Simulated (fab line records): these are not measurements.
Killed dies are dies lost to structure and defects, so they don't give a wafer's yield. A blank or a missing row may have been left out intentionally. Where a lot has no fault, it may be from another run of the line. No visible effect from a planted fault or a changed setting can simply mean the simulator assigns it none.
fab line records	flow sky130	part 1 of 2: steps 1 to 29 of 30
record lots=7	wafers=21	lastDay=50
route steps=708 shown SONOS_ONO@176 GATE_OXIDE@187 POLY_GATE@204 PAD_OPEN@708
lots untouched by any fault: they come from a run of this same line in which no faults occurred
startH: start of the lot's first displayed wafer, in hours after the record's first day	waitH: hours from the lot's prior step to this one	" repeats the value in the row above	L1.1+2: a row that stands for several wafers	- no value present, or no start provided	* or withheld: withheld	< > ~ a bound
route shown NAME@n: NAME is a module with steps in the file, n the number in the route of the first one	usual: mean and standard deviation over wafers with no fault	same: alike in all rows	chamber/n: place in a boat	sites: per-site readings	_std_site: the standard deviation of these	_edge_site: inner sites' mean taken away from outer sites' mean	radiusMm: for every site, how far away it sits from the centre of the wafer	mask NAME#n: copy n	behind: the most recent tool/chamber to have shaped the wafer	hold: why the lot was held/for how many hours/how that ended	device: the n, p or np transistor that did not switch	end of line: tests of these same wafers at the route's end	a step with no rows: only its recipe	killed: dies lost to structure and defects at the first sort, not the wafer's yield	map: shows each die of a wafer: x if killed, . if not, _ if none is there
set.NAME: the setting the step ran with; set.NAME@STEP: the setting that earlier step ran with	model.NAME: the simulator's own value behind a step, which no gauge read
a table for each step, a row for each wafer; lots at some steps of the route
services: from which hour (startH, from the record's first day; less than 0 if before it) a tool's chamber was out of use, for how many hours, and why
## steps
# step SKY_SONOS_ONO_COAT_08
# recipe resist=NOVOLAK	spinRpm=3000	resistThkNm=1140
# step SKY_SONOS_ONO_SOFTBAKE_09
# recipe tempC=90	timeS=60	resist=NOVOLAK
# step SKY_SONOS_ONO_EXPOSE_10
# recipe maskId=ONOM	targetCdNm=410	na=0.6	sourceShape=conventional	sigmaOuter=0.6	doseMj=150
# step SKY_SONOS_ONO_PEB_11
# recipe tempC=withheld	timeS=*	resist=NOVOLAK
# step SKY_SONOS_ONO_DEVELOP_12
# recipe developTimeS=60	devTempC=23
# step SKY_SONOS_ONO_CD_MEAS_13
# recipe targetCdNm=410
# usual cdNm=410.2/2.3
lot.wafer	tool	chamber	startH	waitH	cdNm
L165.1	cdSem-01	-	360.32	0.1	411.7
L165.3	"	-	"	"	411.7
L165.6	"	-	"	"	411.2
L166.1	cdSem-02	-	365.58	0.1	409.1
L166.2	"	-	"	"	410.4
L166.3	"	-	"	"	410.3
L168.2	cdSem-01	-	375.74	0.1	407.7
L168.4	"	-	"	"	407.0
L168.5	"	-	"	"	409.8
L169.1	cdSem-01	-	387.53	0.1	412.2
L169.3	"	-	"	"	413.2
L169.6	"	-	"	"	414.0
L172.1	cdSem-01	-	406.12	0.1	410.0
L172.3	"	-	"	"	410.4
L172.6	"	-	"	"	410.4
L173.1	cdSem-02	-	415.97	0.1	410.7
L173.3	"	-	"	"	410.5
L173.4	"	-	"	"	409.7
L177.1	cdSem-02	-	446.68	0.1	412.9
L177.2	"	-	"	"	411.7
L177.3	"	-	"	"	409.2
# step SKY_SONOS_ONO_OVL_MEAS_14
# usual SONOS_ONO_OVL=0.2/1.4
lot.wafer	tool	chamber	startH	waitH	SONOS_ONO_OVL[nm]
L165.1	overlay-02	-	360.44	0.1	0.5
L165.3	"	-	"	"	-1.6
L165.6	"	-	"	"	-1.3
L166.1	overlay-02	-	365.73	0.1	0.0
L166.2	"	-	"	"	-0.4
L166.3	"	-	"	"	-0.1
L168.2	overlay-01	-	375.85	0.1	0.1
L168.4	"	-	"	"	-0.7
L168.5	"	-	"	"	1.2
L169.1	overlay-02	-	387.65	0.1	3.5
L169.3	"	-	"	"	0.8
L169.6	"	-	"	"	1.8
L172.1	overlay-01	-	406.24	0.1	-0.7
L172.3	"	-	"	"	0.8
L172.6	"	-	"	"	0.3
L173.1	overlay-02	-	416.09	0.1	2.3
L173.3	"	-	"	"	2.7
L173.4	"	-	"	"	3.0
L177.1	overlay-02	-	446.80	0.1	0.5
L177.2	"	-	"	"	2.1
L177.3	"	-	"	"	0.3
# step SKY_SONOS_ONO_ETCH_15
# recipe targetDepthNm=19.52	chemistry=CHF3/O2	sourceW=600	biasW=200	pressureMtorr=40	chf3FlowSccm=50	O2_flow_sccm=5	timeS=7.8
# usual drypumpMotorCurrentA=5.6/0.32	oesProductAu=1.002/0.0075	throttleValvePct=8.824/0.009
lot.wafer	tool	chamber	startH	waitH	drypumpMotorCurrentA	oesProductAu	rfHoursCounterH	throttleValvePct
L165.1	rieDiel-04	0	360.48	0.0	5.1	1.011	54	8.815
L165.3	"	3	"	"	5.4	1.002	42	8.821
L165.6	"	2	"	"	5.2	1.006	-	8.815
L166.1	rieDiel-02	2	365.76	0.0	6.0	0.993	109	8.838
L166.2	"	3	"	"	5.3	0.994	2	8.821
L166.3	"	1	"	"	5.7	1.002	49	8.833
L168.2	rieDiel-02	1	375.88	0.0	5.7	1.015	49	8.826
L168.4	"	3	"	"	5.3	1.005	-	8.832
L168.5	"	2	"	"	6.0	1.005	-	8.807
L169.1	rieDiel-03	3	387.68	0.0	5.5	0.994	9	8.826
L169.3	"	2	"	"	6.3	0.987	0	8.817
L169.6	"	3	"	"	5.5	0.997	-	8.822
L172.1	rieDiel-02	3	406.28	0.0	5.3	1.010	3	8.834
L172.3	"	1	"	"	5.7	1.005	50	8.832
L172.6	"	1	"	"	5.7	0.997	-	8.825
L173.1	rieDiel-04	1	416.13	0.0	5.8	1.005	13	8.837
L173.3	"	0	"	"	5.1	1.012	55	8.820
L173.4	"	3	"	"	5.3	1.001	43	8.819
L177.1	rieDiel-02	1	446.83	0.0	5.7	1.002	51	8.831
L177.2	"	0	"	"	5.6	1.006	8	8.831
L177.3	"	3	"	"	5.3	0.993	3	8.839
# step SKY_SONOS_ONO_WET_ETCH_16
# recipe chemistry=dHF	targetDepthNm=14	dry=n2Spin	target=SiO2	dilution=100:1	tempC=25	timeS=280
# step SKY_SONOS_ONO_STRIP_17
# recipe chemistry=O2/N2	powerW=1400	pressureMtorr=1500	platenTempC=withheld	o2FlowSccm=3000	n2FlowSccm=300	overashFraction=0.5
# usual drypumpMotorCurrentA=5.7/0.34	n2FlowSccm=300.1/0.86	oesProductAu=0.711/0.0046	stripTimeToEndpointS=14.11/0.036
lot.wafer	tool	chamber	startH	waitH	drypumpMotorCurrentA	n2FlowSccm	oesProductAu	rfHoursCounterH	stripTimeToEndpointS
L165.1	plasmaAsher-04	0	360.59	0.0	5.8	298.7	0.712	67	14.06
L165.3	"	0	"	"	5.8	300.0	0.710	-	14.11
L165.6	"	0	"	"	5.8	299.1	0.711	-	14.10
L166.1	plasmaAsher-02	1	365.87	0.0	5.8	300.3	0.714	25	14.08
L166.2	"	0	"	"	5.7	299.9	0.711	25	14.06
L166.3	"	1	"	"	5.8	301.8	0.716	-	14.07
L168.2	plasmaAsher-02	1	375.98	0.0	5.8	301.1	0.709	26	14.07
L168.4	"	1	"	"	5.8	302.0	0.704	-	14.08
L168.5	"	1	"	"	5.8	300.0	0.711	-	14.04
L169.1	plasmaAsher-03	1	387.80	0.0	5.8	298.6	0.709	59	14.14
L169.3	"	1	"	"	5.8	300.1	0.705	-	14.15
L169.6	"	1	"	"	5.8	299.1	0.705	-	14.10
L172.1	plasmaAsher-02	0	406.38	0.0	5.7	299.9	0.712	29	14.08
L172.3	"	1	"	"	5.8	300.8	0.709	-	14.10
L172.6	"	0	"	"	5.7	300.1	0.705	-	14.09
L173.1	plasmaAsher-03	1	416.23	0.0	5.8	299.0	0.710	62	14.12
L173.3	"	1	"	"	5.8	299.6	0.708	-	14.11
L173.4	"	0	"	"	4.9	298.8	0.714	-	14.13
L177.1	plasmaAsher-03	1	446.95	0.0	5.8	299.8	0.715	65	14.14
L177.2	"	0	"	"	4.9	300.9	0.712	65	14.15
L177.3	"	1	"	"	5.7	299.4	0.713	-	14.13
# step SKY_SONOS_ONO_WET_ETCH_18
# recipe chemistry=H3PO4	targetDepthNm=15	target=Si3N4	tempC=160	timeS=172
# step SKY_GATE_OXIDE_CLEAN_00
# recipe chemistry=SC1/SC2	mix=1:4:20	tempC=70	timeS=150	dry=n2Spin
# step SKY_GATE_OXIDE_OXIDATION_01
# recipe tempC=900	ambient=O2	stabiliseS=600	purgeS=300	targetThkA=102.68	oxTimeS=1473
# usual spikeTcLowerC=900.6/1.1	spikeTcUpperC=900.6/1.2	zonePowerTopPct=31.9/1.5
lot.wafer	tool	chamber	startH	waitH	spikeTcLowerC	spikeTcUpperC	zonePowerTopPct
L165.1	furnace-02	0	361.63	0.8	900.5	899.9	32.7
L165.3	"	0	"	"	902.3	898.9	33.4
L165.6	"	0	"	"	901.0	900.4	33.1
L165.1	furnace-01	0	364.23	1.2	902.4	902.2	30.4
L165.3	"	0	"	"	901.4	900.0	30.3
L165.6	"	0	"	"	900.5	902.2	30.4
L166.1	furnace-02	0	367.42	1.3	899.5	900.2	33.4
L166.2	"	0	"	"	900.1	900.2	33.7
L166.3	"	0	"	"	900.5	900.3	33.4
L166.1	furnace-02	0	370.01	1.2	901.5	900.9	32.9
L166.2	"	0	"	"	901.2	901.4	32.9
L166.3	"	0	"	"	901.1	899.6	32.9
L168.2	furnace-02	0	377.11	0.9	901.1	899.6	33.1
L168.4	"	0	"	"	901.5	900.2	33.0
L168.5	"	0	"	"	901.0	899.9	33.5
L168.2	furnace-01	0	378.76	0.2	901.0	902.0	30.3
L168.4	"	0	"	"	901.0	902.0	30.6
L168.5	"	0	"	"	900.3	902.1	30.4
L169.1	furnace-02	0	388.01	0.0	900.3	899.1	33.0
L169.3	"	0	"	"	902.5	900.0	33.5
L169.6	"	0	"	"	899.1	899.1	33.1
L172.1	furnace-01	0	407.18	0.6	901.3	902.3	30.7
L172.3	"	0	"	"	900.3	900.9	29.9
L172.6	"	0	"	"	899.2	900.1	29.7
L173.1	furnace-02	0	416.63	0.2	902.7	899.5	33.2
L173.3	"	0	"	"	901.7	899.2	33.1
L173.4	"	0	"	"	901.8	900.2	33.2
L177.1	furnace-01	0	447.16	0.0	900.6	901.5	30.1
L177.2	"	0	"	"	900.7	901.8	30.4
L177.3	"	0	"	"	900.7	901.2	30.1
# step SKY_GATE_OXIDE_THK_MEAS_02
# recipe reads=SiO2_of_GATE_OXIDE_OXIDATION_01
# usual GATE_OXIDE_OXIDATION_00_THK=10.27/0.18
lot.wafer	tool	chamber	startH	waitH	GATE_OXIDE_OXIDATION_00_THK[nm]
L165.1	filmMetro-02	-	365.64	0.0	16.41
L165.3	"	-	"	"	16.57
L165.6	"	-	"	"	16.21
L166.1	filmMetro-01	-	371.41	0.0	16.90
L166.2	"	-	"	"	17.02
L166.3	"	-	"	"	16.77
L168.2	filmMetro-01	-	380.18	0.0	17.03
L168.4	"	-	"	"	16.80
L168.5	"	-	"	"	16.92
L169.1	filmMetro-01	-	389.42	0.0	10.13
L169.3	"	-	"	"	10.24
L169.6	"	-	"	"	10.21
L172.1	filmMetro-01	-	408.59	0.0	10.43
L172.3	"	-	"	"	10.39
L172.6	"	-	"	"	10.46
L173.1	filmMetro-04	-	418.04	0.0	10.62
L173.3	"	-	"	"	10.26
L173.4	"	-	"	"	10.50
L177.1	filmMetro-02	-	448.57	0.0	10.20
L177.2	"	-	"	"	10.19
L177.3	"	-	"	"	10.24
# step SKY_GATE_OXIDE_DEHYDRATE_03
# recipe tempC=200	timeS=60
# step SKY_GATE_OXIDE_HMDS_04
# recipe primeTimeS=60	primeTempC=120
# step SKY_GATE_OXIDE_COAT_05
# recipe resist=NOVOLAK	spinRpm=3000	resistThkNm=1140
# step SKY_GATE_OXIDE_SOFTBAKE_06
# recipe tempC=90	timeS=60	resist=NOVOLAK
# step SKY_GATE_OXIDE_EXPOSE_07
# recipe maskId=LVOM	na=0.6	sourceShape=conventional	sigmaOuter=0.6	polarization=unpolarized	targetCdNm=600	doseMj=170
# step SKY_GATE_OXIDE_PEB_08
# recipe tempC=withheld	timeS=*	resist=NOVOLAK
# step SKY_GATE_OXIDE_DEVELOP_09
# recipe resist=NOVOLAK	developer=TMAH	developTimeS=60	devTempC=23
# step SKY_GATE_OXIDE_OVL_MEAS_10
# usual GATE_OXIDE_OVL=0.4/1.3
lot.wafer	tool	chamber	startH	waitH	GATE_OXIDE_OVL[nm]
L165.1	overlay-02	-	391.38	0.1	1.2
L165.3	"	-	"	"	0.7
L165.6	"	-	"	"	0.5
L166.1	overlay-02	-	397.58	0.1	3.9
L166.2	"	-	"	"	1.1
L166.3	"	-	"	"	1.3
L168.2	overlay-01	-	407.13	0.1	0.9
L168.4	"	-	"	"	1.0
L168.5	"	-	"	"	1.5
L169.1	overlay-01	-	420.07	0.1	-0.2
L169.3	"	-	"	"	1.2
L169.6	"	-	"	"	-0.3
L172.1	overlay-02	-	438.58	0.1	0.7
L172.3	"	-	"	"	-1.4
L172.6	"	-	"	"	1.4
L173.1	overlay-01	-	448.37	0.1	0.2
L173.3	"	-	"	"	-0.2
L173.4	"	-	"	"	0.1
L177.1	overlay-01	-	479.37	0.1	-2.1
L177.2	"	-	"	"	-1.0
L177.3	"	-	"	"	-1.2
# step SKY_GATE_OXIDE_IMPLANT_11
# recipe species=B	energyKev=10	doseCm2=2.6e+12	tiltDeg=withheld
# step SKY_GATE_OXIDE_WET_ETCH_12
# recipe chemistry=dHF	targetDepthNm=16.8	dry=n2Spin	target=SiO2	dilution=100:1	tempC=25	timeS=336
# step SKY_GATE_OXIDE_STRIP_13
# recipe chemistry=O2/N2	powerW=1400	pressureMtorr=1500	platenTempC=withheld	o2FlowSccm=3000	n2FlowSccm=300	overashFraction=0.5
# usual drypumpMotorCurrentA=5.84/0.097	n2FlowSccm=300.2/0.84	oesProductAu=0.715/0.0052	stripTimeToEndpointS=14.18/0.04
lot.wafer	tool	chamber	startH	waitH	drypumpMotorCurrentA	n2FlowSccm	oesProductAu	rfHoursCounterH	stripTimeToEndpointS
L165.1	plasmaAsher-01	0	391.68	0.0	5.86	300.4	0.724	65	14.20
L165.3	"	1	"	"	5.94	302.1	0.714	-	14.20
L165.6	"	1	"	"	5.93	301.2	0.714	-	14.21
L166.1	plasmaAsher-04	1	397.87	0.0	5.98	300.9	0.721	71	14.19
L166.2	"	0	"	"	5.77	300.8	0.713	71	14.18
L166.3	"	1	"	"	6.01	299.3	0.724	-	14.19
L168.2	plasmaAsher-02	0	407.42	0.0	5.70	300.2	0.727	29	14.22
L168.4	"	1	"	"	5.79	301.4	0.722	-	14.22
L168.5	"	1	"	"	5.80	300.3	0.707	-	14.20
L169.1	plasmaAsher-02	1	420.37	0.0	5.80	301.9	0.709	30	14.17
L169.3	"	1	"	"	5.80	300.9	0.720	-	14.14
L169.6	"	1	"	"	5.79	301.4	0.712	-	14.21
L172.1	plasmaAsher-02	1	438.97	0.0	5.79	300.4	0.713	33	14.22
L172.3	"	1	"	"	5.79	299.9	0.715	-	14.14
L172.6	"	0	"	"	5.69	300.3	0.714	-	14.16
L173.1	plasmaAsher-01	0	448.66	0.0	5.86	298.9	0.709	71	14.22
L173.3	"	1	"	"	5.93	299.9	0.717	-	14.22
L173.4	"	0	"	"	5.84	299.1	0.729	-	14.21
L177.1	plasmaAsher-02	0	479.66	0.0	5.70	300.5	0.705	37	14.15
L177.2	"	1	"	"	5.78	300.1	0.714	37	14.14
L177.3	"	0	"	"	5.69	300.2	0.712	-	14.15
# step SKY_GATE_OXIDE_TW_MEAS_14
# usual GATE_OXIDE_TW=227.4/1.4
lot.wafer	tool	chamber	startH	waitH	GATE_OXIDE_TW
L165.1	filmMetro-01	-	391.78	0.1	228.4
L165.3	"	-	"	"	229.0
L165.6	"	-	"	"	227.9
L166.1	filmMetro-02	-	397.97	0.1	226.4
L166.2	"	-	"	"	226.6
L166.3	"	-	"	"	227.0
L168.2	filmMetro-04	-	407.53	0.1	224.7
L168.4	"	-	"	"	224.8
L168.5	"	-	"	"	225.6
L169.1	filmMetro-04	-	420.47	0.1	225.6
L169.3	"	-	"	"	225.7
L169.6	"	-	"	"	227.1
L172.1	filmMetro-01	-	439.07	0.1	229.4
L172.3	"	-	"	"	230.7
L172.6	"	-	"	"	229.9
L173.1	filmMetro-02	-	448.76	0.1	227.9
L173.3	"	-	"	"	227.3
L173.4	"	-	"	"	229.1
L177.1	filmMetro-04	-	479.76	0.1	226.4
L177.2	"	-	"	"	226.1
L177.3	"	-	"	"	227.0
# step SKY_GATE_OXIDE_CLEAN_15
# recipe chemistry=SC1/SC2	mix=1:4:20	tempC=70	timeS=150	dry=n2Spin
lot.wafer	tool	chamber	startH	waitH	model.SiO2_of_GATE_OXIDE_OXIDATION_01.thkNm
L165.1	wetBench-03	3	391.84	0.1	16.08
L165.3	"	3	"	"	16.21
L165.6	"	3	"	"	15.84
L166.1	wetBench-03	2	398.03	0.1	16.53
L166.2	"	2	"	"	16.72
L166.3	"	2	"	"	16.47
L168.2	wetBench-01	3	407.58	0.0	16.63
L168.4	"	3	"	"	16.48
L168.5	"	3	"	"	16.56
L169.1	wetBench-02	3	420.53	0.1	9.775
L169.3	"	3	"	"	9.898
L169.6	"	3	"	"	9.901
L172.1	wetBench-03	3	439.13	0.1	10.17
L172.3	"	3	"	"	10.04
L172.6	"	3	"	"	10.13
L173.1	wetBench-02	3	448.82	0.1	10.22
L173.3	"	3	"	"	9.958
L173.4	"	3	"	"	10.14
L177.1	wetBench-03	1	479.82	0.1	9.861
L177.2	"	1	"	"	9.843
L177.3	"	1	"	"	9.932
# step SKY_GATE_OXIDE_OXIDATION_16
# recipe tempC=800	ambient=O2	idleTempC=700	rampUpCPerMin=10	rampDownCPerMin=3	stabiliseS=600	purgeS=300	targetThkA=35.7	oxTimeS=1915
# usual spikeTcLowerC=800.7/1.1	spikeTcUpperC=800.8/1.2	zonePowerTopPct=26.3/1.3
lot.wafer	tool	chamber	startH	waitH	spikeTcLowerC	spikeTcUpperC	zonePowerTopPct	model.SiO2_of_GATE_OXIDE_OXIDATION_01.thkNm
L165.1	furnace-02	0	392.75	0.9	800.4	800.7	28.0	17.41
L165.3	"	0	"	"	801.1	801.9	27.8	17.56
L165.6	"	0	"	"	798.9	800.0	27.9	17.18
L166.1	furnace-01	0	399.05	1.0	800.2	801.1	25.2	17.83
L166.2	"	0	"	"	799.8	801.1	24.6	18.01
L166.3	"	0	"	"	800.5	801.9	25.0	17.77
L168.2	furnace-01	0	408.59	1.0	801.0	801.8	25.1	17.94
L168.4	"	0	"	"	799.0	799.7	25.2	17.8
L168.5	"	0	"	"	798.7	804.1	24.9	17.91
L169.1	furnace-01	0	422.66	2.1	799.9	801.3	24.9	11.5
L169.3	"	0	"	"	800.9	800.7	25.4	11.58
L169.6	"	0	"	"	799.8	802.4	25.3	11.63
L172.1	furnace-01	0	439.23	0.0	798.4	801.0	25.0	11.81
L172.3	"	0	"	"	800.9	801.4	25.4	11.7
L172.6	"	0	"	"	799.4	802.6	25.0	11.77
L173.1	furnace-02	0	448.87	0.0	802.5	800.0	27.5	11.94
L173.3	"	0	"	"	800.4	798.0	27.5	11.7
L173.4	"	0	"	"	800.1	800.0	27.7	11.86
L177.1	furnace-02	0	481.12	1.3	800.5	800.2	27.6	11.64
L177.2	"	0	"	"	799.0	799.3	27.4	11.61
L177.3	"	0	"	"	802.5	801.0	27.1	11.72
# step SKY_POLY_GATE_CVD_00
# recipe material=poly-Si	targetThkNm=180	tempC=620	timeS=720	pressureMtorr=200
## key
firstSign step=SKY_GATE_OXIDE_OXIDATION_01	reading=visit	direction=added
effect step=SKY_GATE_OXIDE_THK_MEAS_02	reading=GATE_OXIDE_OXIDATION_00_THK	direction=up	sigmas=37	usual=10.27	struck=16.74
modelEffect step=SKY_GATE_OXIDE_CLEAN_15	value=SiO2_of_GATE_OXIDE_OXIDATION_01.thkNm	without=10.04	struck=16.39
modelEffect step=SKY_GATE_OXIDE_OXIDATION_16	value=SiO2_of_GATE_OXIDE_OXIDATION_01.thkNm	without=11.75	struck=17.71
modelEffect step=SKY_PAD_OPEN_PROBE_99	value=etest.nfet_16v.rOnOhmUm	without=1.406e+04	struck=1.733e+04
metAt SKY_GATE_OXIDE_OXIDATION_01
struckWafers L165.1,L165.3,L165.6,L166.1,L166.2,L166.3,L168.2,L168.4,L168.5
testerLeftOut L165,L166,L168
fault kind=repeatedStepWhole	tool=furnace-01,furnace-02	chamber=-	onsetH=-	steps=SKY_GATE_OXIDE_OXIDATION_01	times=1	scope=struckLotsOnly
# testerLeftOut: of these lots the tester's yield and bins aren't shown, on N5 and GAA mostly nor the transistor test; their killed dies are dies lost to structure and defects alone, not to doping, threshold or leakage, so they don't give the yield
